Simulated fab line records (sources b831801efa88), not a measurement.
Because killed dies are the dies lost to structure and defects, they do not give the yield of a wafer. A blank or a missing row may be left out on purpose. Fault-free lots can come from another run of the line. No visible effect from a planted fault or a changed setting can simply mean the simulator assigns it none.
Problem report in the 8D (eight disciplines) form, filled by code | flow gf180mcu | the parts of the form that need people (team, actions taken, sign-off) are left out

== 1. WHAT WENT WRONG ==
Wafers with no fault read 10600 W with a standard deviation of 2, whereas cathode dc power W at GF_MIM_SPUTTER_02 reads a mean of 9584 W on 1 wafer of 1 lot. So: -99 or more standard deviations from the usual mean.
The step: material AlCu, target thk 450 nm, time 23.9 s.
Earliest sighting: wafer L362.6 on pvd sputter-04 at day 29 14:01. The record has a number at this step for 33 wafers belonging to 11 lots. The rule behind "out" and "out of limits": a value lying over 4 standard deviations away from the usual mean. The rest of the wafers with a number are treated as sound.

== 2. WHAT IT IS, WHAT IT ISN'T ==
question                    | is                 | is not
which readings at this step | cathode dc power W | -
which lots                  | L362               | L346, L347, L351, L353, L354, L355, L359, L366, L367, L368
which wafers of those lots  | L362.6             | L362.2, L362.5
read on which tools         | pvd sputter-04     | pvd sputter-02, pvd sputter-03
when                        | from day 29 14:01  | up to then (23 sound wafers); but 9 sound wafers of L366, L367, L368 came after

== 3. WHAT RULES OUT EACH SUSPECT ==
Counting: if a tool at a process step up to the reading ran every lot that is out, it stays a suspect. Sound lots after the first of them don't rule it out here, since some wafers of a struck lot are sound.
- rie diel-04 at GF_V4_ETCH_17 (etches SiO2 in C4F8/O2/Ar, stops on TiN, target depth 630 nm): kept. L362, the lot that is out, went through it at day 29 13:38; up to then, the latest sound lot through it was L359 at day 28 20:41. Because GF_V4_ETCH_17 lacks a start for some lots, the hours and order of its lots are taken from GF_V4_CMP_26.
- cmp-02 at GF_V4_CMP_26 (polishes, stops on SiO2, t overpolish 15 s, target thk 0 nm): kept. L362, the lot that is out, went through it at day 29 13:38; up to then, the latest sound lot through it was L359 at day 28 20:41.
- pvd sputter-04 at GF_MIM_SPUTTER_02 (material AlCu, target thk 450 nm, time 23.9 s): kept. L362, the lot that is out, went through it at day 29 14:01; up to then, the latest sound lot through it was L355 at day 27 20:49. On those wafers its own readings are out: cathode dc power W.
- rie diel-04, GF_V4_ETCH_17: wafers that are out in chamber 0, sound lot-mates in chambers 1, 3.
- Within cmp-02 at GF_V4_CMP_26, the wafers that are out were processed in chamber 0 and their sound lot-mates in chamber 1.
After the count, these remain: rie diel-04 at GF_V4_ETCH_17, cmp-02 at GF_V4_CMP_26 and pvd sputter-04 at GF_MIM_SPUTTER_02.

== 4. THE CAUSE (what the simulator had put in) ==
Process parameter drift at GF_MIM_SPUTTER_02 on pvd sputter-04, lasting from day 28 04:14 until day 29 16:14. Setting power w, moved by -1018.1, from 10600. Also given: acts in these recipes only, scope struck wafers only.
Of the 3 suspects that counting leaves, this tool is one.

== 5. SEQUENCE OF EFFECTS, ordered by route ==
Each row: a reading where the mean over the struck wafers with a number is more than 3 standard deviations away from the usual. Readings are gone through only where the record gives a usual standard deviation; hours: the median, over the lots, of the time from a lot's start at the first step in this table giving one to that lot's start at this step; sigmas: the change measured in usual standard deviations.
hours | step                | reading            | usual      | on struck wafers | change | sigmas
0     | GF_MIM_SPUTTER_02   | cathode dc power W | 10600 W    | 9584             | -1016  | -99 or more
37    | GF_M5_METAL_ETCH_10 | oes product au     | 0.971 a.u. | 0.931            | -0.040 | -5.9
37    | GF_M5_METAL_ETCH_10 | throttle valve pct | 28.250 %   | 28.297           | +0.047 | +4.7
Here are the process steps it includes:
- GF_MIM_SPUTTER_02: material AlCu, target thk 450 nm, time 23.9 s.
- GF_M5_METAL_ETCH_10: etches the open film in Cl2/BCl3, stops on SiO2, target depth 627.5 nm, time 104.6 s.

== 6. HOW IT WOULD HAVE BEEN CAUGHT EARLIER ==
First out-of-limits reading in this record: day 29 14:01, which is 34 hours after fault onset at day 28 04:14.
